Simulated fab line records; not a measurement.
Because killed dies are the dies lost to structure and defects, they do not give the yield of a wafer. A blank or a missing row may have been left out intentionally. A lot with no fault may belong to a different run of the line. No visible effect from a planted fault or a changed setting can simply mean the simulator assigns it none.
Split-lot experiment :: flow sfq_line :: route with 325 steps; 5 lots, 23 wafers read

== THE SPLIT ITSELF ==
At SFQ_TRILAYER_M0_DEP_SPUTTER_019 (material Nb, target thk 200 nm, time 133.3 s), the setting time_s was moved away from the recipe's 133.3 s on 10 of the 23 wafers read, by -11.3% to +9.7%. All remaining wafers had this setting at the recipe value.

There is no step in the file separating the split from the reading.

== THE READING ==
M0_NB_RS, in ohm/sq, at SFQ_M0_RS_MEAS_904 (measures by four-point-probe). Fault-free wafers of this fab line usually give 0.891 ohm/sq, standard deviation 0.0086 ohm/sq.

wafer: L074.1
tool, chamber at the split: pvd_sputter-03, -
time_s as run, s: 133.3
against the recipe: recipe
M0_NB_RS, ohm/sq: 0.910
against lot-mates on the recipe: -

wafer: L074.2
tool, chamber at the split: pvd_sputter-03, -
time_s as run, s: 126.7
against the recipe: -5.0%
M0_NB_RS, ohm/sq: 0.945
against lot-mates on the recipe: +0.037

wafer: L074.4
tool, chamber at the split: pvd_sputter-03, -
time_s as run, s: 126.7
against the recipe: -5.0%
M0_NB_RS, ohm/sq: 0.951
against lot-mates on the recipe: +0.043

wafer: L074.5
tool, chamber at the split: pvd_sputter-03, -
time_s as run, s: 133.3
against the recipe: recipe
M0_NB_RS, ohm/sq: 0.905
against lot-mates on the recipe: -

wafer: L074.6
tool, chamber at the split: pvd_sputter-03, -
time_s as run, s: 126.7
against the recipe: -5.0%
M0_NB_RS, ohm/sq: 0.951
against lot-mates on the recipe: +0.043

wafer: L077.4
tool, chamber at the split: pvd_sputter-03, -
time_s as run, s: 133.3
against the recipe: recipe
M0_NB_RS, ohm/sq: 0.890
against lot-mates on the recipe: -

wafer: L077.5
tool, chamber at the split: pvd_sputter-03, -
time_s as run, s: 133.3
against the recipe: recipe
M0_NB_RS, ohm/sq: 0.888
against lot-mates on the recipe: -

wafer: L077.6
tool, chamber at the split: pvd_sputter-03, -
time_s as run, s: 133.3
against the recipe: recipe
M0_NB_RS, ohm/sq: 0.888
against lot-mates on the recipe: -

wafer: L078.1
tool, chamber at the split: pvd_sputter-03, -
time_s as run, s: 133.3
against the recipe: recipe
M0_NB_RS, ohm/sq: 0.893
against lot-mates on the recipe: -

wafer: L078.2
tool, chamber at the split: pvd_sputter-03, -
time_s as run, s: 133.3
against the recipe: recipe
M0_NB_RS, ohm/sq: 0.899
against lot-mates on the recipe: -

wafer: L078.4
tool, chamber at the split: pvd_sputter-03, -
time_s as run, s: 118.2
against the recipe: -11.3%
M0_NB_RS, ohm/sq: 1.014
against lot-mates on the recipe: +0.118

wafer: L078.5
tool, chamber at the split: pvd_sputter-03, -
time_s as run, s: 118.2
against the recipe: -11.3%
M0_NB_RS, ohm/sq: 1.008
against lot-mates on the recipe: +0.112

wafer: L078.6
tool, chamber at the split: pvd_sputter-03, -
time_s as run, s: 118.2
against the recipe: -11.3%
M0_NB_RS, ohm/sq: 1.003
against lot-mates on the recipe: +0.107

wafer: L080.1
tool, chamber at the split: pvd_sputter-03, -
time_s as run, s: 146.2
against the recipe: +9.7%
M0_NB_RS, ohm/sq: 0.812
against lot-mates on the recipe: -0.073

wafer: L080.3
tool, chamber at the split: pvd_sputter-03, -
time_s as run, s: 133.3
against the recipe: recipe
M0_NB_RS, ohm/sq: 0.884
against lot-mates on the recipe: -

wafer: L080.4
tool, chamber at the split: pvd_sputter-03, -
time_s as run, s: 146.2
against the recipe: +9.7%
M0_NB_RS, ohm/sq: 0.804
against lot-mates on the recipe: -0.081

wafer: L080.5
tool, chamber at the split: pvd_sputter-03, -
time_s as run, s: 133.3
against the recipe: recipe
M0_NB_RS, ohm/sq: 0.891
against lot-mates on the recipe: -

wafer: L080.6
tool, chamber at the split: pvd_sputter-03, -
time_s as run, s: 133.3
against the recipe: recipe
M0_NB_RS, ohm/sq: 0.881
against lot-mates on the recipe: -

wafer: L084.1
tool, chamber at the split: pvd_sputter-06, -
time_s as run, s: 133.3
against the recipe: recipe
M0_NB_RS, ohm/sq: 0.891
against lot-mates on the recipe: -

wafer: L084.2
tool, chamber at the split: pvd_sputter-06, -
time_s as run, s: 133.3
against the recipe: recipe
M0_NB_RS, ohm/sq: 0.895
against lot-mates on the recipe: -

wafer: L084.3
tool, chamber at the split: pvd_sputter-06, -
time_s as run, s: 141.7
against the recipe: +6.3%
M0_NB_RS, ohm/sq: 0.833
against lot-mates on the recipe: -0.058

wafer: L084.5
tool, chamber at the split: pvd_sputter-06, -
time_s as run, s: 133.3
against the recipe: recipe
M0_NB_RS, ohm/sq: 0.888
against lot-mates on the recipe: -

wafer: L084.6
tool, chamber at the split: pvd_sputter-06, -
time_s as run, s: 141.7
against the recipe: +6.3%
M0_NB_RS, ohm/sq: 0.836
against lot-mates on the recipe: -0.055

FIT RESULTS
A straight line over all 23 wafers: M0_NB_RS changes by -0.00978 ohm/sq for each +1% of time_s; r = -0.99; the points scatter about the line by 0.0076 ohm/sq.
The same after taking each lot's own level away (the mean of its wafers on the recipe; 23 wafers): -0.00913 ohm/sq for each +1%; r = -0.99; scatter 0.0057 ohm/sq.
Per that fit: largest time_s move, reading shift of 0.1 ohm/sq.
From 0.8853 to 0.9075 ohm/sq: that is the span of the lots' own levels, equal to 2.6 times the standard deviation above.
The two slopes are in agreement: the lot-to-lot level therefore moves the slope only a little.
Check: +0.102 ohm/sq against its lot-mates is what the line predicts for one of the wafers moved furthest among these (-11.3%) when that wafer is left out of the fit. Against them it came out at +0.118 ohm/sq.

== ADDITIONAL SPLITS CARRIED BY THESE WAFERS ==
Other splits were also applied to these wafers ahead of the reading. Each is held against what the fit with the lots' levels taken away leaves over:
other split on the same wafers: SFQ_TRILAYER_L0_LITHO_COAT_005 spin_rpm
wafers away from the commonest value: 8
r with M0_NB_RS (lot level and that fit taken away): -0.17

other split on the same wafers: SFQ_TRILAYER_L0_LITHO_PEB_008 peb_temp_c
wafers away from the commonest value: 4
r with M0_NB_RS (lot level and that fit taken away): -0.35

other split on the same wafers: SFQ_TRILAYER_L0_VIA_LITHO_COAT_013 spin_rpm
wafers away from the commonest value: 6
r with M0_NB_RS (lot level and that fit taken away): -0.31

== THE WHOLE CHAIN: every reading that the file lists as answering this split, in the file's order ==
step: SFQ_TRILAYER_M0_DEP_SPUTTER_019
what it does: material Nb, target thk 200 nm, time 133.3 s
reading: Nb_of_TRILAYER_M0_DEP_SPUTTER_019.thk_nm (the simulator's own value, which no gauge read)
change (the file's fit): +1.97 nm for each +1% of the setting
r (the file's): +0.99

step: SFQ_M0_RS_MEAS_904
what it does: measures by four-point-probe
reading: M0_NB_RS
change (the file's fit): -0.00904 for each +1% of the setting
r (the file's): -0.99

== THE FILE'S OWN FIT ==
M0_NB_RS changes by -0.00904 ohm/sq for each +1% of time_s, r = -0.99.
